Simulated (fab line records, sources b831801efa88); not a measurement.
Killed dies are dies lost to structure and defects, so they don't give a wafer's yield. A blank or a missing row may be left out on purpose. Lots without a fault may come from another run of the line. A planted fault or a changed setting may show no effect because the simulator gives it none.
A struck lot beside a sound one | flow sky130 | 15 steps out of a route of 708
Sound: wafers L960.1, L960.2, L960.5. Struck: wafers L969.1, L969.2, L969.5. The cause comes at the end.
At each step with rows: each side's tool, then ch and its chambers, then its first start. Under that, the readings that differ: sound wafers | struck wafers | difference of the means | sigmas: that difference in standard deviations of wafers without a fault.
alike: readings whose means differ by less than 2 such deviations, and words and numbers that are the same on both sides. not compared: withheld readings, readings that some wafer has no value for, bounds like >300 that may hide the same value, and numbers for which the record gives no deviation and whose values overlap.
The two part at a step that has a row with sigmas, a row that says differs or no value, or rows on one side only. Numbers that don't overlap but have no deviation are shown without sigmas and don't part them. A reading that every wafer of one side lacks parts them only if that side has two wafers or more.

first, 4 steps without rows for these wafers: SKY_VIA2_SOFTBAKE_08 (time 90 s); SKY_VIA2_EXPOSE_09 (exposes mask VIM2, target cd 200 nm); SKY_VIA2_PEB_10; SKY_VIA2_DEVELOP_11 (develop time 60 s).
SKY_VIA2_CD_MEAS_12: target cd 200 nm.
  sound on cd_sem-02, day 38 15:00; struck on cd_sem-02, day 41 22:36
  alike: cd_nm
SKY_VIA2_OVL_MEAS_13:
  sound on overlay-02, day 38 15:07; struck on overlay-01, day 41 22:43
  alike: VIA2_OVL
SKY_VIA2_ETCH_14: etches BARC in N2/H2, stops on SiO2, time 45.9 s, target depth 60 nm.
  sound on rie_diel-04 ch 0,3, day 38 15:10; struck on rie_diel-04 ch 0,2,3, day 41 22:46
  alike: drypump_motor_current_A, oes_product_au, throttle_valve_pct
  not compared: rf_hours_counter_h
SKY_VIA2_ETCH_15: etches SiO2 in C4F8/O2/Ar, stops on TiN, target depth 546 nm, time 84 s.
  sound on rie_diel-04 ch 0,3, day 38 15:12; struck on rie_diel-04 ch 0,2,3, day 41 22:48
  alike: oes_product_au
  not compared: rf_hours_counter_h
SKY_VIA2_STRIP_16: strips in O2/N2.
  sound on plasma_asher-02 ch 0,1, day 38 15:16; struck on plasma_asher-02 ch 0,1, day 41 22:52
  alike: drypump_motor_current_A, o2_flow_sccm, oes_product_au, strip_time_to_endpoint_s
  not compared: rf_hours_counter_h
then, 3 steps without rows for these wafers: SKY_VIA2_STRIP_17 (strips in post etch residue remover, time 1200 s); SKY_VIA2_CLEAN_18 (cleans in IPA, time 180 s); SKY_VIA2_CLEAN_19 (cleans in O3/DIW).
SKY_VIA2_SPUTTER_20: material TiN, target thk 20 nm, time 80 s.
  sound on pvd_sputter-01, day 38 15:53; struck on pvd_sputter-01, day 41 23:34
  no value came back on the struck wafers for cathode_dc_power_W (W), chamber_pressure_pa (Pa), throttle_valve_pct (%); on the sound wafers cathode_dc_power_W (W) reads 4000.3 4000.8 3999.8
SKY_VIA2_CVD_21: deposits W, target thk 420 nm, time 126.4 s.
  sound on cvd_w-01 ch 0,1, day 38 15:57; struck on cvd_w-01 ch 0,1, day 41 23:38
  alike: heater_power_w
-- the record jumps here: 8 days lie between the struck wafers' starts before and after (it left off in module VIA2 and takes up again in module PAD_OPEN, whose first step shown is number 708 of the route) --
SKY_PAD_OPEN_PROBE_99:
  sound on prober-01, day 47 14:47; struck on prober-01, day 50 04:43
  reading                  | sound          | struck         | difference | sigmas
  defect_limited_yield (%) | 80.1 83.9 81.1 | 0 0 0          | -82        | -43
  killed_at_M0_to_M3       | 51 44 50       | 442 464 453    | +405       | +57
  killed_dies              | 98 79 93       | 492 492 492    | +402       | +43
  killed_on_rim            | 20 13 21       | 96 96 96       | +78        | +19
  sort_bin_5_function (%)  | 11.8 9.1 12.4  | 93.1 94.9 95.1 | +83.3      | +56
  sort_n_pass              | 394 413 399    | 0 0 0          | -402       | -43
  sort_yield_pct (%)       | 80.1 83.9 81.1 | 0 0 0          | -82        | -43
  alike: killed_at_M4_up, killed_at_contacts, killed_at_front_end, killed_at_other, killed_open, killed_short, sort_bin_3_pad_short, sort_bin_6_memory

WHERE THEY PART
First at SKY_VIA2_SPUTTER_20; last, within this record, at SKY_PAD_OPEN_PROBE_99.

WHY: what the simulator had put in
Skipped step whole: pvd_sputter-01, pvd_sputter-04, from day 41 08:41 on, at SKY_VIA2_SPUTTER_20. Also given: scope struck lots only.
